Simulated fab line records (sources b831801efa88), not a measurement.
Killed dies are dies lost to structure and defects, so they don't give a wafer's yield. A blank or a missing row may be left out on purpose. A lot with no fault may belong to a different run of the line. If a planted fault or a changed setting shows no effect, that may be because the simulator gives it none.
2 desks looking at one fault -- flow sky130 -- what lay behind the numbers comes last; until then each desk has only its own

FOR THE TOOL OWNER'S DESK: furnace-01
The tool's own readings at SKY_SONOS_ONO_OXIDATION_00 (stabilise 600 s, purge 300 s, target thk 2.6 nm): means of the sampled wafers that have a number, for each lot that ran on this tool. Marked OUT: a lot whose mean sits more than 4 standard deviations from the usual mean, which makes it out of limits; the brackets give that distance.
Columns: A = spike_tc_bottom_C at SKY_SONOS_ONO_OXIDATION_00, usual 818.3 C; B = spike_tc_centre_C at SKY_SONOS_ONO_OXIDATION_00, usual 801.4 C; C = spike_tc_lower_C at SKY_SONOS_ONO_OXIDATION_00, usual 801.1 C; D = spike_tc_top_C at SKY_SONOS_ONO_OXIDATION_00, usual 812.9 C; E = spike_tc_upper_C at SKY_SONOS_ONO_OXIDATION_00, usual 799.9 C; F = tube_center_temp_C at SKY_SONOS_ONO_OXIDATION_00, usual 799.99 C; G = tube_center_temp_C_max at SKY_SONOS_ONO_OXIDATION_00, usual 802.0
lot,first seen here,A,B,C,D,E,F,G
L698,day 11 23:15,819.5,801.9,800.9,812.9,800.2,799.95,802.1
L700,day 13 09:08,819.2,802.9,801.6,813.5,800.6,799.97,801.7
L701,day 14 01:31,819.6,802.0,800.6,814.2,800.3,800.00,802.1
L704,day 14 13:35,844.5 (+11) OUT,826.2 (+21) OUT,825.5 (+20) OUT,838.6 (+17) OUT,823.9 (+24) OUT,824.71 (+99 or more) OUT,826.9 (+73) OUT
L705,day 14 22:45,844.6 (+11) OUT,827.0 (+21) OUT,825.3 (+20) OUT,838.5 (+17) OUT,825.1 (+25) OUT,824.65 (+99 or more) OUT,826.7 (+73) OUT
L706,day 15 08:10,843.2 (+11) OUT,826.8 (+21) OUT,826.5 (+21) OUT,837.5 (+16) OUT,824.4 (+25) OUT,824.63 (+99 or more) OUT,826.5 (+72) OUT
L717,day 18 15:05,819.7,801.7,800.8,813.7,800.5,799.99,802.0
L718,day 18 15:05,820.7,801.9,801.5,813.4,800.4,799.97,802.3
L719,day 19 00:59,820.2,801.3,800.6,813.5,801.5,799.95,802.2
This desk's verdict: out of limits on L704, L705, L706, starting with L704 at day 14 13:35 (spike_tc_bottom_C at SKY_SONOS_ONO_OXIDATION_00). L698, L700, L701, L717, L718, L719 stayed within limits.

AT THE METROLOGY DESK
What the gauges read for every lot (on any tool): the sampled wafers with a number, averaged. Marked OUT: a lot whose mean sits more than 4 standard deviations from the usual mean, which makes it out of limits; the brackets give that distance.
Columns: A = SONOS_ONO_OXIDATION_THK at SKY_SONOS_ONO_THK_MEAS_01, usual 2.62 nm
lot,first seen here,A
L696,day 11 09:49,2.50
L697,day 11 21:47,2.61
L698,day 12 00:37,2.56
L699,day 12 04:17,2.59
L700,day 13 10:31,2.58
L701,day 14 02:53,2.62
L704,day 14 14:56,3.72 (+22) OUT
L705,day 15 00:07,3.64 (+21) OUT
L707,day 15 04:49,2.59
L706,day 15 09:31,3.67 (+21) OUT
L717,day 18 16:27,2.58
L718,day 18 16:27,2.55
L719,day 19 02:20,2.66
This desk's finding: out of limits on L704, L705, L706; first on L704, day 14 14:56 (SONOS_ONO_OXIDATION_THK at SKY_SONOS_ONO_THK_MEAS_01). L696, L697, L698, L699, L700, L701, L707, L717, L718, L719 stayed within limits.

BROUGHT TOGETHER
The tool owner's desk could have raised an alarm at day 14 13:35, on L704, L705, L706.
On L704, L705, L706, the metrology desk was in a position to raise an alarm at day 14 14:56.
Every lot named ran SKY_SONOS_ONO_OXIDATION_00 on furnace-01.

WHAT THE SIMULATOR HAD INSERTED
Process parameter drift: furnace-01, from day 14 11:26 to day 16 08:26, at SKY_SONOS_ONO_OXIDATION_00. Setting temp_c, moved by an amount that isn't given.
Lots struck among those shown: L704, L705, L706.
Time in hours from fault onset to the first out-of-limits reading at each desk: tool owner's desk 2, metrology desk 4.
